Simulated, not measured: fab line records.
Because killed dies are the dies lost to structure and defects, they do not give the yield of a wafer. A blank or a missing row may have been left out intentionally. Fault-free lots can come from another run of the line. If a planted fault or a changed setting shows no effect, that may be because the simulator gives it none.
fab line records    flow gf180mcu    part 2 of 2: steps 23 to 30 of 30
record lots=5  wafers=15  last-day=34
route steps=602 shown M5@529 V5@540
lots with no fault: from the same line, run without faults
start-h: hours from the record's first day to the start of the lot's first wafer shown    wait-h: hours since the lot's step before    " same as the row above    L1.1+2: several wafers, shown together as one row    - no value present, or no start provided    * or withheld: withheld    < > ~ a bound
route shown NAME@n: a module of which the file shows steps, and the number in the route of the first    usual: the fault-free wafers' mean and standard deviation    same: alike in all rows    chamber/n: place in a boat    sites: readings site by site    _std_site: the values' standard deviation    _edge_site: inner sites' mean taken away from outer sites' mean    radius-mm: for every site, how far away it sits from the centre of the wafer    mask NAME#n: copy n    behind: the last tool/chamber to shape the wafer    hold: cause of the lot's hold/its duration in hours/its outcome    device: whichever transistor did not switch (one of n, p or np)    end of line: the route-end tests of the same wafers    a step with no rows: only its recipe    killed: dies that structure and defects cost at the first sort, which is not the same as the wafer's yield    map: a wafer's dies, marking killed ones x, the rest . and places with no die _
set.NAME: setting as actually run; set.NAME@STEP: the setting as run at that earlier step    model.NAME: the simulator's own value behind a step, which no gauge read
lots at some steps of the route; a table a step, a row a wafer
services: the hour from which a tool's chamber was out of use, counted from the record's first day as start-h (under 0 if before that day), plus the number of hours and why
## steps
# step GF_V5_EXPOSE_11
# recipe mask-id=Via5  target-cd-nm=260  na=0.68  source-shape=conventional  sigma-outer=0.6  dose-mj=38
# usual stage-vel-mm-s=499.95/0.27
lot.wafer  tool            chamber  start-h  wait-h  mask    stage-vel-mm-s
L075.1     krf-scanner-02  0        -        -       Via5#0  499.72
L075.4     "               0        "        "       Via5#0  499.82
L075.5     "               0        "        "       Via5#0  499.93
L082.1     krf-scanner-01  0        -        -       Via5#0  499.67
L082.2     "               0        "        "       Via5#0  499.80
L082.6     "               0        "        "       Via5#0  500.10
L085.2     krf-scanner-02  0        -        -       Via5#0  500.00
L085.3     "               0        "        "       Via5#0  499.94
L085.6     "               0        "        "       Via5#0  500.52
L092.1     krf-scanner-02  0        -        -       Via5#0  500.37
L092.4     "               0        "        "       Via5#0  500.21
L092.6     "               0        "        "       Via5#0  500.29
L096.2     krf-scanner-02  0        -        -       Via5#0  500.10
L096.3     "               0        "        "       Via5#0  499.89
L096.4     "               0        "        "       Via5#0  500.14
# step GF_V5_PEB_12
# recipe peb-temp-c=135  peb-time-s=90  resist=KrF
# usual chill-plate-temp-C=22.98/0.096  exhaust-pa=45.0/0.95  heater-power-total-W=85.71/0.084
lot.wafer  tool            chamber  start-h  wait-h  chill-plate-temp-C  exhaust-pa  heater-power-total-W
L075.1     litho-track-03  0        -        -       22.96               45.0        85.59
L075.4     "               0        "        "       23.10               46.5        85.59
L075.5     "               0        "        "       23.12               45.4        85.61
L082.1     litho-track-02  0        -        -       22.93               44.4        85.82
L082.2     "               0        "        "       23.03               43.5        85.63
L082.6     "               0        "        "       23.03               45.4        85.76
L085.2     litho-track-02  0        -        -       23.02               45.2        85.73
L085.3     "               0        "        "       23.14               46.9        85.79
L085.6     "               0        "        "       22.91               46.9        85.82
L092.1     litho-track-02  0        -        -       23.01               45.3        85.88
L092.4     "               0        "        "       23.05               45.5        85.75
L092.6     "               0        "        "       22.85               44.1        85.74
L096.2     litho-track-03  0        -        -       23.00               44.3        85.64
L096.3     "               0        "        "       23.05               44.2        85.55
L096.4     "               0        "        "       22.94               43.5        85.75
# step GF_V5_DEVELOP_13
# recipe develop-time-s=60  resist=KrF  dev-temp-c=21
# usual chill-plate-temp-C=23.00/0.11  exhaust-pa=45.0/0.85
lot.wafer  tool            chamber  start-h  wait-h  chill-plate-temp-C  exhaust-pa
L075.1     litho-track-03  0        650.40   0.2     23.09               45.7
L075.4     "               0        "        "       22.99               46.0
L075.5     "               0        "        "       23.16               44.5
L082.1     litho-track-02  0        693.43   0.2     22.90               45.2
L082.2     "               0        "        "       22.97               46.7
L082.6     "               0        "        "       22.88               46.5
L085.2     litho-track-02  0        719.60   0.2     23.16               44.3
L085.3     "               0        "        "       23.15               45.9
L085.6     "               0        "        "       22.98               45.0
L092.1     litho-track-02  0        755.88   0.2     22.97               44.4
L092.4     "               0        "        "       23.03               45.6
L092.6     "               0        "        "       22.94               44.5
L096.2     litho-track-03  0        778.62   0.2     22.91               43.9
L096.3     "               0        "        "       23.00               44.2
L096.4     "               0        "        "       23.04               42.8
# step GF_V5_CD_MEAS_14
# recipe target-cd-nm=260
# usual cd-nm=260.4/1.3
lot.wafer  tool       chamber  start-h  wait-h  cd-nm
L075.1     cd-sem-01  -        650.61   0.2     260.6
L075.4     "          -        "        "       259.3
L075.5     "          -        "        "       259.4
L082.1     cd-sem-02  -        693.58   0.1     259.9
L082.2     "          -        "        "       259.7
L082.6     "          -        "        "       260.3
L085.2     cd-sem-01  -        719.75   0.1     264.7
L085.3     "          -        "        "       263.1
L085.6     "          -        "        "       262.6
L092.1     cd-sem-02  -        756.03   0.1     260.0
L092.4     "          -        "        "       259.0
L092.6     "          -        "        "       259.5
L096.2     cd-sem-01  -        778.77   0.1     261.0
L096.3     "          -        "        "       261.4
L096.4     "          -        "        "       261.7
# step GF_V5_OVL_MEAS_15
# usual V5_OVL=-4/5.4
lot.wafer  tool        chamber  start-h  wait-h  V5_OVL[nm]
L075.1     overlay-02  -        650.73   0.1     -2
L075.4     "           -        "        "       2
L075.5     "           -        "        "       3
L082.1     overlay-02  -        693.70   0.1     -11
L082.2     "           -        "        "       5
L082.6     "           -        "        "       -2
L085.2     overlay-02  -        719.85   0.1     -7
L085.3     "           -        "        "       -3
L085.6     "           -        "        "       1
L092.1     overlay-02  -        756.15   0.1     -7
L092.4     "           -        "        "       -4
L092.6     "           -        "        "       -4
L096.2     overlay-01  -        778.87   0.1     -8
L096.3     "           -        "        "       -4
L096.4     "           -        "        "       -10
# step GF_V5_ETCH_16
# recipe chemistry=N2/H2  target-depth-a=withheld  overetch-a=withheld  time-s=withheld  target=BARC  ion-energy-ev=200  source-w=500  bias-w=100  pressure-mtorr=30  n2-flow-sccm=100  h2-flow-sccm=200
# usual drypump-motor-current-A=5.7/0.51  oes-product-au=0.854/0.0052  throttle-valve-pct=13.225/0.0096
lot.wafer  tool         chamber  start-h  wait-h  drypump-motor-current-A  oes-product-au  throttle-valve-pct
L075.1     rie-diel-03  1        650.77   0.0     5.5                      0.870           13.210
L075.4     "            1        "        "       5.5                      0.859           13.222
L075.5     "            0        "        "       4.8                      0.858           13.235
L082.1     rie-diel-02  2        693.73   0.0     6.2                      0.863           13.218
L082.2     "            0        "        "       5.6                      0.857           13.235
L082.6     "            0        "        "       5.6                      0.849           13.214
L085.2     rie-diel-02  1        719.88   0.0     5.5                      0.849           13.234
L085.3     "            3        "        "       5.1                      0.849           13.212
L085.6     "            0        "        "       5.6                      0.855           13.214
L092.1     rie-diel-03  2        756.18   0.0     6.5                      0.846           13.229
L092.4     "            3        "        "       6.2                      0.854           13.228
L092.6     "            0        "        "       4.9                      0.847           13.212
L096.2     rie-diel-03  1        778.90   0.0     5.5                      0.849           13.223
L096.3     "            2        "        "       6.5                      0.861           13.214
L096.4     "            3        "        "       6.2                      0.862           13.221
# step GF_V5_ETCH_17
# recipe chemistry=C4F8/O2/Ar  mask-material=KrF  target=SiO2  stop-on=TiN  source-w=1500  bias-w=1200  pressure-mtorr=40  c4f8-flow-sccm=withheld  O2_flow_sccm=6  Ar_flow_sccm=300  time-s=withheld  target-depth-a=8550
# usual oes-product-au=0.859/0.0048
lot.wafer  tool         chamber  start-h  wait-h  oes-product-au
L075.1     rie-diel-03  1        -        -       0.863
L075.4     "            1        "        "       0.864
L075.5     "            0        "        "       0.855
L082.1     rie-diel-02  2        -        -       0.852
L082.2     "            0        "        "       0.862
L082.6     "            0        "        "       0.854
L085.2     rie-diel-02  1        -        -       0.861
L085.3     "            3        "        "       0.860
L085.6     "            0        "        "       0.860
L092.1     rie-diel-03  2        -        -       0.861
L092.4     "            3        "        "       0.865
L092.6     "            0        "        "       0.855
L096.2     rie-diel-03  1        -        -       0.856
L096.3     "            2        "        "       0.855
L096.4     "            3        "        "       0.851
# step GF_V5_STRIP_18
# recipe chemistry=O2/N2  power-w=1400  pressure-mtorr=1500  platen-temp-c=250  o2-flow-sccm=3000  n2-flow-sccm=300  overash-fraction=0.5
# usual drypump-motor-current-A=5.8/0.31  heater-power-w=341/43  oes-product-au=0.568/0.005
lot.wafer  tool             chamber  start-h  wait-h  drypump-motor-current-A  heater-power-w  oes-product-au  rf-hours-counter-h
L075.1     plasma-asher-02  0        650.92   -       5.5                      322             0.574           91
L075.4     "                0        "        "       5.5                      325             0.574           -
L075.5     "                0        "        "       5.5                      328             0.573           -
L082.1     plasma-asher-02  0        693.88   -       5.5                      334             0.574           95
L082.2     "                1        "        "       5.6                      294             0.571           95
L082.6     "                1        "        "       5.6                      294             0.569           -
L085.2     plasma-asher-04  0        720.03   -       5.7                      351             0.583           30
L085.3     "                0        "        "       5.8                      370             0.568           -
L085.6     "                1        "        "       5.5                      293             0.576           -
L092.1     plasma-asher-01  1        756.33   -       5.9                      357             0.564           1
L092.4     "                1        "        "       5.9                      360             0.562           -
L092.6     "                0        "        "       6.4                      419             0.558           -
L096.2     plasma-asher-02  1        779.06   -       5.6                      291             0.564           105
L096.3     "                0        "        "       5.5                      335             0.568           -
L096.4     "                1        "        "       5.6                      291             0.572           -
## services
tool             chamber  start-h  hours  kind
cmp-01           -        596.31   8.8    pm
krf-scanner-02   -        602.62   0.8    pm
cmp-01           -        605.70   2.9    repair
krf-scanner-01   -        611.98   1.3    pm
cmp-01           -        616.36   0.6    repair
plasma-asher-01  -        624.08   1.4    repair
wet-bench-04     -        627.12   1.9    repair
plasma-asher-01  -        630.87   2.8    pm
plasma-asher-02  -        635.76   1.2    repair
krf-scanner-01   -        640.13   0.8    pm
hdpcvd-01        1        644.03   20.5   repair
rie-diel-03      2        645.93   4.9    repair
cmp-01           -        652.70   2.9    repair
krf-scanner-02   -        656.07   2.2    repair
hdpcvd-01        0        658.69   2.3    repair
plasma-asher-01  -        666.19   0.5    repair
krf-scanner-02   -        689.41   1.0    pm
cmp-01           -        718.90   0.3    repair
rie-diel-03      0        751.66   1.3    repair
rie-diel-02      2        753.94   7.0    repair
krf-scanner-02   -        766.40   1.3    pm
cmp-01           -        771.43   5.8    repair
krf-scanner-02   -        771.51   0.8    pm
cmp-01           -        774.14   1.3    repair
